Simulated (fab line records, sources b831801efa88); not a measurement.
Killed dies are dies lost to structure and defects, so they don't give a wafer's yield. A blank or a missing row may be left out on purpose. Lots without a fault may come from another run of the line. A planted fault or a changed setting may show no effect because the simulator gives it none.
fab line records | flow sky130
record lots=14 wafers=42 last_day=50
route steps=708 shown METAL3@565 VIA3@589 METAL4@599 CAP2M@604
lots that met no fault: from a run of the same line without faults
start_h: hours from the record's first day to the start of the lot's first wafer shown | wait_h: hours since the lot's step before | " the same as in the row above | L1.1+2: a row that stands for several wafers | - no value, or no start given | * or withheld: withheld | < > ~ a bound
route shown NAME@n: a module of which the file shows steps, and the number in the route of the first | usual: mean/standard deviation of fault-free wafers | same: alike in all rows | chamber/n: place in a boat | sites: the reading at each site | _std_site: their standard deviation | _edge_site: outer sites' mean less inner sites' | radius_mm: how far each site lies from the wafer's centre | mask NAME#n: copy n | behind: the tool/chamber that last shaped the wafer | hold: why the lot was held/for how many hours/how that ended | device: the transistor (n, p or np) that didn't switch | end of line: the same wafers' tests at the end of the route | a step without rows: its recipe alone | killed: dies lost to structure and defects at the first sort, not the wafer's yield | map: a wafer's dies, x killed, . not, _ none there
set.NAME: the setting as run; set.NAME@STEP: as run at that earlier step | model.NAME: the simulator's own value behind a step, which no gauge read
steps of the route over a sample of lots; a table a step, a row a wafer
services: from which hour (start_h, from the record's first day; less than 0 if before it) a tool's chamber was out of use, for how many hours, and why
## steps
# step SKY_METAL3_DESCUM_15
# recipe chemistry=O2 source_power_w=150 bias_power_w=0 pressure_mtorr=10 temp_c=40 time_s=8
# usual drypump_motor_current_A=5.6/0.49 oes_product_au=1.002/0.0064
# same time_s=8
# columns lot.wafer tool chamber start_h wait_h drypump_motor_current_A oes_product_au rf_hours_counter_h
L985.2 rie_metal-01 0 893.71 0.0 4.9 0.997 -
L985.3 " 0 " " 4.9 1.015 -
L985.6 " 0 " " 4.9 1.004 -
L986.1 rie_metal-04 0 908.35 0.0 5.3 1.004 6
L986.5 " 0 " " 5.3 1.013 -
L986.6 " 1 " " 5.8 1.010 -
L987.1 rie_metal-02 0 910.95 0.0 6.3 1.006 7
L987.4 " 1 " " 6.4 1.005 -
L987.5 " 1 " " 6.4 1.007 -
L989.1 rie_metal-01 1 932.05 0.0 5.6 0.993 1
L989.2 " 0 " " 4.9 1.012 0
L989.3 " 0 " " 4.9 1.006 -
L990.4 rie_metal-01 0 936.46 0.0 4.9 1.004 -
L990.5 " 0 " " 4.9 1.010 -
L990.6 " 1 " " 5.6 1.003 -
L996.3 rie_metal-04 1 980.61 0.0 5.8 0.989 -
L996.4 " 0 " " 5.3 0.996 -
L996.6 " 0 " " 5.3 1.005 -
L997.3 rie_metal-02 0 988.95 0.0 6.2 1.001 -
L997.5 " 0 " " 6.2 0.998 -
L997.6 " 1 " " 6.5 1.002 -
L101.2 rie_metal-04 0 1018.70 0.0 5.3 1.006 13
L101.3 " 1 " " 5.8 1.002 -
L101.4 " 0 " " 5.4 1.013 -
L103.1 rie_metal-01 0 1024.69 0.0 4.9 1.006 4
L103.3 " 0 " " 4.9 1.004 -
L103.6 " 0 " " 4.8 0.994 -
L102.1 rie_metal-04 0 1028.12 0.0 5.3 0.998 14
L102.4 " 1 " " 5.8 0.995 -
L102.6 " 1 " " 5.8 0.987 -
L104.1 rie_metal-04 0 1030.49 0.0 5.4 1.004 14
L104.2 " 1 " " 5.8 0.996 21
L104.3 " 1 " " 5.8 0.990 -
L105.4 rie_metal-01 0 1042.31 0.0 4.9 1.000 -
L105.5 " 1 " " 5.6 1.010 -
L105.6 " 0 " " 4.9 1.005 -
L106.3 rie_metal-04 0 1043.47 0.0 5.4 0.993 -
L106.5 " 1 " " 5.8 1.009 -
L106.6 " 0 " " 5.4 1.002 -
L107.2 rie_metal-01 1 1058.00 0.0 5.6 1.010 7
L107.4 " 1 " " 5.6 1.005 -
L107.5 " 0 " " 4.9 1.007 -
# step SKY_VIA3_STRIP_16
# recipe chemistry=O2/N2 power_w=1400 pressure_mtorr=1500 platen_temp_c=withheld o2_flow_sccm=3000 n2_flow_sccm=300 overash_fraction=0.5
# usual chamber_pressure_mTorr=1500.1/1.4 drypump_motor_current_A=5.6/0.3 oes_product_au=0.402/0.0047 strip_time_to_endpoint_s=4.126/0.019
# columns lot.wafer tool chamber start_h wait_h chamber_pressure_mTorr drypump_motor_current_A oes_product_au rf_hours_counter_h strip_time_to_endpoint_s
L985.2 plasma_asher-03 0 920.95 0.0 1500.1 5.7 0.412 18 4.108
L985.3 " 1 " " 1502.2 5.3 0.402 - 4.153
L985.6 " 1 " " 1500.9 5.3 0.404 - 4.152
L986.1 plasma_asher-03 0 934.50 0.0 1501.3 5.7 0.398 19 4.160
L986.5 " 1 " " 1500.4 5.3 0.398 - 4.141
L986.6 " 0 " " 1501.2 5.7 0.408 - 4.146
L987.1 plasma_asher-03 1 937.52 0.0 1499.5 5.2 0.396 20 4.139
L987.4 " 1 " " 1500.0 5.2 0.394 - 4.116
L987.5 " 0 " " 1500.2 5.7 0.408 - 4.152
L989.1 plasma_asher-04 0 958.35 0.0 1500.1 5.6 0.402 113 4.104
L989.2 " 1 " " 1499.3 6.4 0.402 113 4.103
L989.3 " 0 " " 1499.4 5.6 0.402 - 4.103
L990.4 plasma_asher-01 0 962.43 0.1 1499.4 5.4 0.406 - 4.127
L990.5 " 1 " " 1498.4 5.5 0.403 - 4.134
L990.6 " 0 " " 1500.9 5.4 0.412 - 4.137
L996.3 plasma_asher-01 0 1006.33 0.1 - - - - -
L996.4 " 1 " " - - - - -
L996.6 " 0 " " - - - - -
L997.3 plasma_asher-03 1 1014.23 0.1 - - - - -
L997.5 " 0 " " - - - - -
L997.6 " 1 " " - - - - -
L101.2 plasma_asher-03 1 1042.95 0.0 1500.3 5.3 0.400 30 4.133
L101.3 " 1 " " 1498.5 5.3 0.407 - 4.130
L101.4 " 0 " " 1499.8 5.7 0.403 - 4.144
L103.1 plasma_asher-01 1 1049.10 0.0 1500.8 5.5 0.406 60 4.136
L103.3 " 0 " " 1497.6 5.4 0.403 - 4.142
L103.6 " 0 " " 1500.5 5.3 0.399 - 4.138
L102.1 plasma_asher-01 0 1051.86 0.0 1499.0 5.4 0.393 60 4.098
L102.4 " 1 " " 1501.8 5.5 0.396 - 4.110
L102.6 " 0 " " 1499.1 5.3 0.403 - 4.140
L104.1 plasma_asher-01 1 1054.01 0.0 1500.4 5.5 0.392 60 4.108
L104.2 " 0 " " 1501.0 5.4 0.399 60 4.126
L104.3 " 0 " " 1500.1 5.3 0.400 - 4.152
L105.4 plasma_asher-03 1 1065.93 0.1 1502.1 5.2 0.395 - 4.122
L105.5 " 0 " " 1498.7 5.7 0.406 - 4.120
L105.6 " 1 " " 1500.4 5.2 0.400 - 4.134
L106.3 plasma_asher-01 0 1066.88 0.1 1499.1 5.4 0.403 - 4.131
L106.5 " 1 " " 1500.2 5.5 0.410 - 4.119
L106.6 " 0 " " 1500.1 5.4 0.400 - 4.114
L107.2 plasma_asher-01 1 1081.07 0.0 1502.3 5.5 0.402 63 4.134
L107.4 " 0 " " 1501.2 5.3 0.400 - 4.125
L107.5 " 1 " " 1497.9 5.5 0.416 - 4.135
# step SKY_METAL4_SPUTTER_01
# recipe material=TiN target_thk_nm=20 power_w=6500 time_s=16.7 chamber_pressure_pa=0.3942
# usual throttle_valve_pct=30.0/1.5
# same time_s=16.7
# columns lot.wafer tool chamber start_h wait_h throttle_valve_pct
L985.2 pvd_sputter-02 - 922.23 0.0 29.3
L985.3 " - " " 31.3
L985.6 " - " " 29.3
L986.1 pvd_sputter-01 - 935.78 0.0 31.9
L986.5 " - " " 32.0
L986.6 " - " " 30.2
L987.1 pvd_sputter-02 - 938.80 0.0 30.6
L987.4 " - " " 29.3
L987.5 " - " " 29.5
L989.1 pvd_sputter-01 - 959.64 0.0 27.2
L989.2 " - " " 31.8
L989.3 " - " " 29.8
L990.4 pvd_sputter-01 - 963.68 0.0 27.6
L990.5 " - " " 31.2
L990.6 " - " " 27.9
L101.2 pvd_sputter-03 - 1044.27 0.0 31.0
L101.3 " - " " 29.9
L101.4 " - " " 30.3
L103.1 pvd_sputter-02 - 1050.38 0.0 31.7
L103.3 " - " " 29.1
L103.6 " - " " 29.2
L102.1 pvd_sputter-02 - 1053.17 0.0 31.4
L102.4 " - " " 27.8
L102.6 " - " " 31.3
L104.1 pvd_sputter-01 - 1055.32 0.0 31.9
L104.2 " - " " 27.6
L104.3 " - " " 30.0
L105.4 pvd_sputter-02 - 1067.34 0.0 30.7
L105.5 " - " " 31.4
L105.6 " - " " 27.9
L106.3 pvd_sputter-02 - 1068.13 0.0 27.8
L106.5 " - " " 29.0
L106.6 " - " " 27.7
L107.2 pvd_sputter-01 - 1082.35 0.0 32.0
L107.4 " - " " 27.6
L107.5 " - " " 31.4
# step SKY_CAP2M_THK_MEAS_01
# recipe reads=SiO2_of_CAP2M_CVD_00
# usual CAP2M_CVD_00_THK=15.49/0.2
# columns lot.wafer tool chamber start_h wait_h CAP2M_CVD_00_THK[nm]
L985.2 film_metro-02 - 922.39 - 15.62
L985.3 " - " " 15.56
L985.6 " - " " 15.90
L986.1 film_metro-02 - 935.94 - 15.27
L986.5 " - " " 15.52
L986.6 " - " " 15.29
L987.1 film_metro-04 - 938.95 - 15.21
L987.4 " - " " 15.59
L987.5 " - " " 15.64
L989.1 film_metro-01 - 959.79 - 15.21
L989.2 " - " " 15.64
L989.3 " - " " 15.63
L990.4 film_metro-02 - 963.86 - 15.69
L990.5 " - " " 15.88
L990.6 " - " " 15.72
L101.2 film_metro-01 - 1044.43 - 15.42
L101.3 " - " " 15.52
L101.4 " - " " 15.63
L103.1 film_metro-04 - 1050.53 - 15.15
L103.3 " - " " 15.15
L103.6 " - " " 15.41
L102.1 film_metro-02 - 1053.33 - 15.27
L102.4 " - " " 15.70
L102.6 " - " " 15.93
L104.1 film_metro-02 - 1055.48 - 15.50
L104.2 " - " " 15.50
L104.3 " - " " 15.32
L105.4 film_metro-01 - 1067.52 - 15.43
L105.5 " - " " 15.66
L105.6 " - " " 15.62
L106.3 film_metro-04 - 1068.30 - 15.41
L106.5 " - " " 15.44
L106.6 " - " " 15.66
L107.2 film_metro-04 - 1082.51 - 15.27
L107.4 " - " " 15.60
L107.5 " - " " 15.66
## services
# columns tool chamber start_h hours kind
pvd_sputter-01 - 887.18 3.8 repair
rie_metal-01 1 889.05 - clean
rie_metal-01 1 889.05 22.1 scheduled_down
rie_metal-01 1 889.05 22.1 vent_cycle
pvd_sputter-02 - 903.76 0.9 repair
plasma_asher-03 - 904.30 2.8 pm
rie_metal-01 0 911.32 - clean
rie_metal-01 0 911.32 15.9 scheduled_down
pvd_sputter-03 - 911.61 21.2 repair
pvd_sputter-01 - 914.43 2.3 repair
rie_metal-02 - 924.01 14.6 pm
rie_metal-01 1 924.39 3.2 repair
plasma_asher-03 - 949.34 4.0 pm
rie_metal-01 - 972.06 0.3 repair
rie_metal-01 - 989.06 15.6 pm
pvd_sputter-01 - 993.96 13.2 repair
rie_metal-02 0 1000.64 9.3 repair
rie_metal-04 - 1007.62 0.5 repair
plasma_asher-04 - 1018.18 0.6 repair
pvd_sputter-02 - 1018.58 2.1 repair
plasma_asher-01 - 1044.02 2.3 repair
plasma_asher-04 - 1055.25 9.0 pm
rie_metal-01 - 1061.38 2.8 pm
plasma_asher-01 - 1070.74 0.4 repair
## key
first_sign step=SKY_VIA3_STRIP_16 reading=tool_record direction=missing
effect none on later readings
met_at SKY_VIA3_STRIP_16
struck_lots L996,L997
later_rows_left_out L996.3,L996.4,L996.6,L997.3,L997.5,L997.6
sort_left_out L996.3,L996.4,L996.6,L997.3,L997.5,L997.6
not_acting_at SKY_METAL3_DESCUM_15,SKY_METAL4_SPUTTER_01,SKY_CAP2M_THK_MEAS_01
onset_between 962.43 1006.33
fault kind=skipped_step_whole tool=plasma_asher-01,plasma_asher-03 chamber=- onset_h=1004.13 steps=SKY_VIA3_STRIP_16 scope=struck_lots_only
# sort_left_out: the simulated sort isn't trusted on such a fault, so these wafers' sort isn't shown, and their yield isn't known
# later_rows_left_out: the simulator's readings of these wafers behind a module that went badly wrong aren't trusted and aren't shown, but for the sort
